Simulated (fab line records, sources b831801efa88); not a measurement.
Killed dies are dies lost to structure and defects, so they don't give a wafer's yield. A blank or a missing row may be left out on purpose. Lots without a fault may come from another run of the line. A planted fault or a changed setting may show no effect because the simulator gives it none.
Chamber matching | flow sky130 | SKY_FIELD_ISO_ETCH_17 on rie_si-02: 4 sister chambers
The step etches Si in HBr/Cl2/O2, target depth 342 nm, time 97.7 s. 4 wafers are shown with their chamber, then 7 later ones without.

WAFERS WITH THEIR CHAMBER
wafer  | chamber | drypump_motor_current_A (A)
L676.1 | 1       | 6.3
L677.5 | 3       | 6.1
L684.1 | 2       | 5.5
L684.5 | 0       | 6.1

WAFERS WITHOUT THEIR CHAMBER
wafer  | drypump_motor_current_A (A)
L684.6 | 6.1
L687.1 | 6.1
L687.2 | 5.5
L687.6 | 5.5
L692.3 | 5.5
L692.4 | 6.2
L692.5 | 6.1

WHICH CHAMBER EACH WENT THROUGH
wafer  | from the rows above          | in truth
L684.6 | can't be placed: 0 or 3      | 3
L687.1 | can't be placed: 0 or 3      | 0
L687.2 | 2                            | 2
L687.6 | 2                            | 2
L692.3 | 2                            | 2
L692.4 | can't be placed: 1 or 0 or 3 | 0
L692.5 | can't be placed: 0 or 3      | 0
Placed correctly: 3 of 7. Can't be placed from these rows: 4 (the true chamber is among the candidates in 4). Placed wrongly: 0.
How it was worked out, from the rows above alone: a wafer's distance from a chamber is the root of the sum, over the readings, of the square of ((its reading less the chamber's mean) divided by the reading's scatter). The wafer belongs to the nearest chamber; if the next one is less than 2 further off, it can't be placed. A chamber's mean is the mean of its shown wafers. The scatter: with one shown wafer a chamber, the root of the mean of the squares of how far each hidden wafer lies from its nearest shown one.
